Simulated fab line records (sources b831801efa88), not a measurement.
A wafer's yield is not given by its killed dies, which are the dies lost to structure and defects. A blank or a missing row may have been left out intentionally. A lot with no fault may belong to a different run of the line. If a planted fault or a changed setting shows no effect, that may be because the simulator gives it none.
fab line records    flow gf180mcu
record lots=6  wafers=18  last_day=34
route steps=602 shown LVPWELL@58 MVSD@66
lots that met no fault: taken from a fault-free run of the same line
start_h: hours from the record's first day to the start of the lot's first wafer shown    wait_h: hours from the lot's prior step to this one    " same as the row above    L1.1+2: a row that stands for several wafers    - no value present, or no start provided    * or withheld: withheld    < > ~ a bound
route shown NAME@n: a module of which the file shows steps, and the number in the route of the first    usual: the fault-free wafers' mean and standard deviation    same: alike in all rows    chamber/n: place in a boat    sites: the reading at each site    _std_site: standard deviation across them    _edge_site: the outer-site mean with the inner-site mean subtracted    radius_mm: for every site, how far away it sits from the centre of the wafer    mask NAME#n: copy n    behind: the most recent tool/chamber to have shaped the wafer    hold: why the lot was held/for how many hours/how that ended    device: transistor that didn't switch, given as n, p or np    end of line: at the end of the route, the tests of the same wafers    for a step that has no rows: nothing shown but its recipe    killed: dies lost to structure and defects at the first sort, not the wafer's yield    map: dies across one wafer; x = killed, . = not, _ = none there
set.NAME: the run value of the setting; set.NAME@STEP: its run value at that earlier step    model.NAME: the simulator's own value behind a step, which no gauge read
a table for each step, a row for each wafer; lots at some steps of the route
services: a tool's chamber out of use, with start hour (start_h, from the record's first day; less than 0 if before it), hours out, and reason
## steps
# step GF_LVPWELL_EXPOSE_04
# recipe mask_id=LVPWELL  target_cd_nm=600  na=0.6  source_shape=conventional  sigma_outer=0.6  dose_mj=260
# step GF_LVPWELL_PEB_05
# recipe temp_c=115  time_s=withheld
# step GF_LVPWELL_DEVELOP_06
# recipe wall_angle_deg=90  develop_time_s=57.42  dev_temp_c=23
# step GF_LVPWELL_OVL_MEAS_07
# usual LVPWELL_OVL=0.3/1.2
lot.wafer  tool        chamber  start_h  wait_h  LVPWELL_OVL[nm]
L179.2     overlay-01  -        73.84    -       0.4
L179.3     "           -        "        "       0.7
L179.5     "           -        "        "       -1.1
L187.2     overlay-01  -        118.74   -       0.1
L187.3     "           -        "        "       1.6
L187.6     "           -        "        "       0.4
L188.3     overlay-01  -        136.09   -       -1.0
L188.5     "           -        "        "       -0.2
L188.6     "           -        "        "       -1.4
L189.3     overlay-02  -        145.84   -       -0.1
L189.4     "           -        "        "       -1.2
L189.5     "           -        "        "       0.9
L197.2     overlay-02  -        182.48   -       -1.7
L197.5     "           -        "        "       0.2
L197.6     "           -        "        "       -0.9
L201.1     overlay-01  -        198.11   -       1.1
L201.2     "           -        "        "       1.9
L201.4     "           -        "        "       1.3
# step GF_LVPWELL_IMPLANT_08
# recipe species=B  energy_kev=170  dose_cm2=1.5e+13  tilt_deg=0
# step GF_LVPWELL_IMPLANT_09
# recipe species=B  energy_kev=60  dose_cm2=5e+12  tilt_deg=0
# step GF_LVPWELL_STRIP_10
# recipe chemistry=O2/N2  power_w=1400  pressure_mtorr=1500  platen_temp_c=250  o2_flow_sccm=3000  n2_flow_sccm=300  overash_fraction=0.5
# usual drypump_motor_current_A=5.7/0.48  heater_power_w=319/24  oes_product_au=0.722/0.0043  strip_time_to_endpoint_s=36.95/0.11
lot.wafer  tool             chamber  start_h  wait_h  drypump_motor_current_A  heater_power_w  oes_product_au  rf_hours_counter_h  strip_time_to_endpoint_s
L179.2     plasma_asher-01  0        74.17    0.1     5.4                      311             0.731           42                  37.01
L179.3     "                0        "        "       5.4                      308             0.722           -                   36.88
L179.5     "                1        "        "       5.5                      374             0.726           -                   36.86
L187.2     plasma_asher-03  0        119.07   0.1     6.6                      310             0.718           29                  37.02
L187.3     "                1        "        "       5.5                      292             0.723           -                   37.05
L187.6     "                1        "        "       5.5                      287             0.719           -                   36.91
L188.3     plasma_asher-03  1        136.45   0.1     5.5                      299             0.730           -                   36.71
L188.5     "                0        "        "       6.6                      303             0.721           -                   36.72
L188.6     "                1        "        "       5.5                      291             0.721           -                   36.91
L189.3     plasma_asher-04  1        146.20   0.1     5.7                      319             0.724           -                   37.06
L189.4     "                0        "        "       5.3                      327             0.725           -                   36.92
L189.5     "                0        "        "       5.3                      321             0.727           -                   36.94
L197.2     plasma_asher-03  1        182.89   0.1     5.5                      284             0.729           36                  36.91
L197.5     "                0        "        "       6.6                      317             0.724           -                   36.88
L197.6     "                1        "        "       5.5                      294             0.727           -                   36.81
L201.1     plasma_asher-01  0        198.45   0.1     5.5                      315             0.724           54                  37.04
L201.2     "                1        "        "       5.5                      368             0.721           54                  37.11
L201.4     "                1        "        "       5.5                      375             0.717           -                   36.95
# step GF_LVPWELL_TW_MEAS_11
# usual LVPWELL_TW=560/3.3
lot.wafer  tool           chamber  start_h  wait_h  LVPWELL_TW
L179.2     film_metro-04  -        74.28    0.1     561
L179.3     "              -        "        "       559
L179.5     "              -        "        "       560
L187.2     film_metro-04  -        119.18   0.1     562
L187.3     "              -        "        "       564
L187.6     "              -        "        "       562
L188.3     film_metro-03  -        136.54   0.1     556
L188.5     "              -        "        "       557
L188.6     "              -        "        "       557
L189.3     film_metro-03  -        146.29   0.1     563
L189.4     "              -        "        "       561
L189.5     "              -        "        "       560
L197.2     film_metro-02  -        183.00   0.1     552
L197.5     "              -        "        "       551
L197.6     "              -        "        "       552
L201.1     film_metro-03  -        198.55   0.1     561
L201.2     "              -        "        "       557
L201.4     "              -        "        "       560
# step GF_MVSD_DEHYDRATE_00
# recipe temp_c=200  time_s=60
# step GF_MVSD_HMDS_01
# recipe prime_time_s=60  prime_temp_c=120
# step GF_MVSD_COAT_02
# recipe spin_rpm=2000  resist_thk_nm=3000
# step GF_MVSD_SOFTBAKE_03
# recipe temp_c=110  time_s=withheld
# step GF_MVSD_EXPOSE_04
# recipe mask_id=MVSD  target_cd_nm=1000  na=0.6  source_shape=conventional  sigma_outer=0.6  dose_mj=260
lot.wafer   tool              chamber  start_h  wait_h  mask    model.MVSD.overlay_x_nm
L179.2+3+5  iline_stepper-02  0        81.38    -       MVSD#0  0.09506
L187.2+3+6  iline_stepper-02  0        125.85   -       MVSD#0  173.9
L188.3+5+6  iline_stepper-02  0        144.18   -       MVSD#0  176.8
L189.3+4+5  iline_stepper-01  0        154.13   -       MVSD#0  0.5903
L197.2+5+6  iline_stepper-01  0        191.48   -       MVSD#0  -1.697
L201.1+2+4  iline_stepper-01  0        207.80   -       MVSD#0  -1.216
# step GF_MVSD_PEB_05
# recipe temp_c=115  time_s=withheld
# step GF_MVSD_DEVELOP_06
# recipe wall_angle_deg=90  develop_time_s=60  dev_temp_c=23
# step GF_MVSD_OVL_MEAS_07
# usual MVSD_OVL=-0.5/1.2
lot.wafer  tool        chamber  start_h  wait_h  hold                      MVSD_OVL[nm]
L179.2     overlay-01  -        87.29    -       -                         -0.7
L179.3     "           -        "        "       -                         1.2
L179.5     "           -        "        "       -                         -0.6
L187.2     overlay-02  -        133.44   -       await_dispo/0.2h/release  174.1
L187.3     "           -        "        "       await_dispo/0.2h/release  175.0
L187.6     "           -        "        "       await_dispo/0.2h/release  175.1
L187.2     overlay-02  -        133.65   0.2     -                         175.7
L187.3     "           -        "        "       -                         176.1
L187.6     "           -        "        "       -                         176.1
L188.3     overlay-01  -        151.45   -       await_dispo/0.2h/release  175.5
L188.5     "           -        "        "       await_dispo/0.2h/release  174.6
L188.6     "           -        "        "       await_dispo/0.2h/release  175.1
L188.3     overlay-01  -        151.66   0.2     -                         177.1
L188.5     "           -        "        "       -                         176.2
L188.6     "           -        "        "       -                         176.6
L189.3     overlay-02  -        161.70   -       -                         -0.9
L189.4     "           -        "        "       -                         -2.2
L189.5     "           -        "        "       -                         -1.0
L197.2     overlay-01  -        200.09   -       -                         -1.6
L197.5     "           -        "        "       -                         -1.7
L197.6     "           -        "        "       -                         -1.9
L201.1     overlay-02  -        216.22   -       -                         -1.1
L201.2     "           -        "        "       -                         -1.3
L201.4     "           -        "        "       -                         0.4
## services
tool             chamber  start_h  hours  kind
plasma_asher-03  -        66.68    3.3    repair
plasma_asher-03  -        142.85   3.4    repair
plasma_asher-01  -        164.47   8.0    repair
plasma_asher-04  -        174.20   2.3    repair
plasma_asher-04  -        198.28   0.5    repair
## key
first_sign step=GF_MVSD_OVL_MEAS_07  reading=visit  direction=added
effect step=GF_MVSD_OVL_MEAS_07  reading=MVSD_OVL  direction=up  sigmas=99+  usual=-0.5  struck=174.9
model_effect step=GF_MVSD_EXPOSE_04  value=MVSD.overlay_x_nm  without=-0.9952  struck=175.4
met_at GF_MVSD_EXPOSE_04
struck_wafers L187.2,L187.3,L187.6,L188.3,L188.5,L188.6
scrapped_behind GF_MVSD_OVL_MEAS_07 L187.2,L187.3,L187.6,L188.3,L188.5,L188.6
onset_between 81.38 125.85
fault kind=scanner_matching_overlay  tool=iline_stepper-02  chamber=-  onset_h=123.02  steps=GF_MVSD_EXPOSE_04  offset=176.36
